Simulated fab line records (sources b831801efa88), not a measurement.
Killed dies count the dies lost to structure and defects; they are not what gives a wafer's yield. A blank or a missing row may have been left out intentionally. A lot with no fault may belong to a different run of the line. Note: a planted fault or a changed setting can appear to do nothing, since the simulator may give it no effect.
Tool commonality check / flow sky130 / 12 lots and 36 wafers in the sample

WHY IT WAS OPENED
Of 12 lots, 2 have the reading NWELL_RS flagged at SKY_NWELL_RS_MEAS_29. No-fault wafers: 624.0 ohm/sq, standard deviation 1.4.
Rule: a lot is flagged when every wafer of it that has a number lies more than 4 standard deviations from that mean, or none has a number. The other lots count as sound.

lot=L651; measured=day 5 13:13; on=film_metro-02; NWELL_RS (ohm/sq), wafer by wafer=624.3 623.6 622.5; flag=
lot=L652; measured=day 5 20:10; on=film_metro-04; NWELL_RS (ohm/sq), wafer by wafer=624.8 622.9 624.9; flag=
lot=L656; measured=day 7 10:34; on=film_metro-01; NWELL_RS (ohm/sq), wafer by wafer=622.4 624.9 625.6; flag=
lot=L658; measured=day 8 07:55; on=film_metro-04; NWELL_RS (ohm/sq), wafer by wafer=625.2 624.6 625.1; flag=
lot=L659; measured=day 8 08:32; on=film_metro-04; NWELL_RS (ohm/sq), wafer by wafer=625.1 624.3 624.1; flag=
lot=L660; measured=day 8 09:12; on=film_metro-04; NWELL_RS (ohm/sq), wafer by wafer=622.9 625.8 624.1; flag=
lot=L662; measured=day 9 05:05; on=film_metro-02; NWELL_RS (ohm/sq), wafer by wafer=623.2 622.7 625.0; flag=
lot=L664; measured=day 9 16:05; on=film_metro-01; NWELL_RS (ohm/sq), wafer by wafer=622.2 620.7 622.8; flag=
lot=L669; measured=day 10 10:31; on=film_metro-04; NWELL_RS (ohm/sq), wafer by wafer=641.6 640.8 642.1; flag=FLAGGED
lot=L670; measured=day 10 11:39; on=film_metro-01; NWELL_RS (ohm/sq), wafer by wafer=641.0 643.1 640.8; flag=FLAGGED
lot=L672; measured=day 10 20:56; on=film_metro-01; NWELL_RS (ohm/sq), wafer by wafer=622.9 623.2 623.4; flag=
lot=L673; measured=day 11 06:22; on=film_metro-02; NWELL_RS (ohm/sq), wafer by wafer=624.1 624.7 624.8; flag=
On average the flagged lots' numbers are 641.6 ohm/sq, which is +17.6 ohm/sq against the usual, or +13 standard deviations.

WHICH TOOL RAN EACH LOT
Before the reading, the record contains 2 process steps out of a 708-step route. Each cell gives the tool, then ch followed by the chambers the sampled wafers passed through, then the start.
lot=L651; flag=; SKY_FIELD_ISO_STRIP_16=plasma_asher-02 ch 0,1, day 2 10:13; SKY_NWELL_IMPLANT_12=implanter-04 ch 0, day 4 19:25
lot=L652; flag=; SKY_FIELD_ISO_STRIP_16=plasma_asher-01 ch 0,1, day 2 16:28; SKY_NWELL_IMPLANT_12=implanter-02 ch 0, day 5 02:23
lot=L656; flag=; SKY_FIELD_ISO_STRIP_16=plasma_asher-01 ch 0,1, day 3 14:54; SKY_NWELL_IMPLANT_12=implanter-03 ch 0, day 6 14:17
lot=L658; flag=; SKY_FIELD_ISO_STRIP_16=plasma_asher-01 ch 0,1, day 3 22:41; SKY_NWELL_IMPLANT_12=implanter-03 ch 0, day 7 10:23
lot=L659; flag=; SKY_FIELD_ISO_STRIP_16=plasma_asher-02 ch 0,1, day 4 07:41; SKY_NWELL_IMPLANT_12=implanter-02 ch 0, day 7 10:40
lot=L660; flag=; SKY_FIELD_ISO_STRIP_16=plasma_asher-03 ch 0,1, day 4 07:49; SKY_NWELL_IMPLANT_12=implanter-04 ch 0, day 7 10:44
lot=L662; flag=; SKY_FIELD_ISO_STRIP_16=plasma_asher-02 ch 0,1, day 4 18:55; SKY_NWELL_IMPLANT_12=implanter-03 ch 0, day 8 07:22
lot=L664; flag=; SKY_FIELD_ISO_STRIP_16=plasma_asher-03 ch 0,1, day 5 09:34; SKY_NWELL_IMPLANT_12=implanter-04 ch 0, day 8 17:01
lot=L669; flag=FLAGGED; SKY_FIELD_ISO_STRIP_16=plasma_asher-02 ch 0,1, day 6 13:43; SKY_NWELL_IMPLANT_12=implanter-04 ch 0, day 9 12:08
lot=L670; flag=FLAGGED; SKY_FIELD_ISO_STRIP_16=plasma_asher-03 ch 0, day 6 14:37; SKY_NWELL_IMPLANT_12=implanter-04 ch 0, day 9 13:59
lot=L672; flag=; SKY_FIELD_ISO_STRIP_16=plasma_asher-02 ch 0,1, day 6 23:16; SKY_NWELL_IMPLANT_12=implanter-03 ch 0, day 9 22:14
lot=L673; flag=; SKY_FIELD_ISO_STRIP_16=plasma_asher-03 ch 0,1, day 7 07:53; SKY_NWELL_IMPLANT_12=implanter-02 ch 0, day 10 07:13
What is done by these steps:
- SKY_FIELD_ISO_STRIP_16: strips in O2/N2.
- SKY_NWELL_IMPLANT_12
- SKY_NWELL_RS_MEAS_29: measures by four-point-probe.

FLAGGED AGAINST TOTAL, ONE TOOL AT A TIME (gauges that did the reading follow at the end)
step=SKY_FIELD_ISO_STRIP_16; tool=plasma_asher-01; lots run=3; flagged=0; share of the flagged lots=none; sound lots run after its first flagged lot=-
step=SKY_FIELD_ISO_STRIP_16; tool=plasma_asher-02; lots run=5; flagged=1; share of the flagged lots=some; sound lots run after its first flagged lot=1 (L672)
step=SKY_FIELD_ISO_STRIP_16; tool=plasma_asher-03; lots run=4; flagged=1; share of the flagged lots=some; sound lots run after its first flagged lot=1 (L673)
step=SKY_NWELL_IMPLANT_12; tool=implanter-02; lots run=3; flagged=0; share of the flagged lots=none; sound lots run after its first flagged lot=-
step=SKY_NWELL_IMPLANT_12; tool=implanter-03; lots run=4; flagged=0; share of the flagged lots=none; sound lots run after its first flagged lot=-
step=SKY_NWELL_IMPLANT_12; tool=implanter-04; lots run=5; flagged=2; share of the flagged lots=all; sound lots run after its first flagged lot=0
step=SKY_NWELL_RS_MEAS_29; tool=film_metro-01; lots run=4; flagged=1; share of the flagged lots=some; sound lots run after its first flagged lot=1 (L672)
step=SKY_NWELL_RS_MEAS_29; tool=film_metro-02; lots run=3; flagged=0; share of the flagged lots=none; sound lots run after its first flagged lot=-
step=SKY_NWELL_RS_MEAS_29; tool=film_metro-04; lots run=5; flagged=1; share of the flagged lots=some; sound lots run after its first flagged lot=0

WHAT IS ALLOWED BY THE TABLE
In the table, 1 row covers all flagged lots: implanter-04 at SKY_NWELL_IMPLANT_12.
- implanter-04 at SKY_NWELL_IMPLANT_12 ran 5 lots, 2 of them flagged. Its last sound lot is L664 (day 8 17:01), its first flagged lot L669 (day 9 12:08): a fault that began between those two fits. Its own readings (dose_ions_cm2, faraday_current_uA) fall more than 4 standard deviations out on all wafers of the flagged lots.
implanter-04 at SKY_NWELL_IMPLANT_12 is the single tool remaining.

WHAT THE SIMULATOR HAD PUT IN
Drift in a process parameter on implanter-04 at SKY_NWELL_IMPLANT_12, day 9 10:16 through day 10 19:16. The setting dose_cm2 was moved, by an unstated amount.
Shown lots that were struck: L669, L670. The same result came from the rule above.
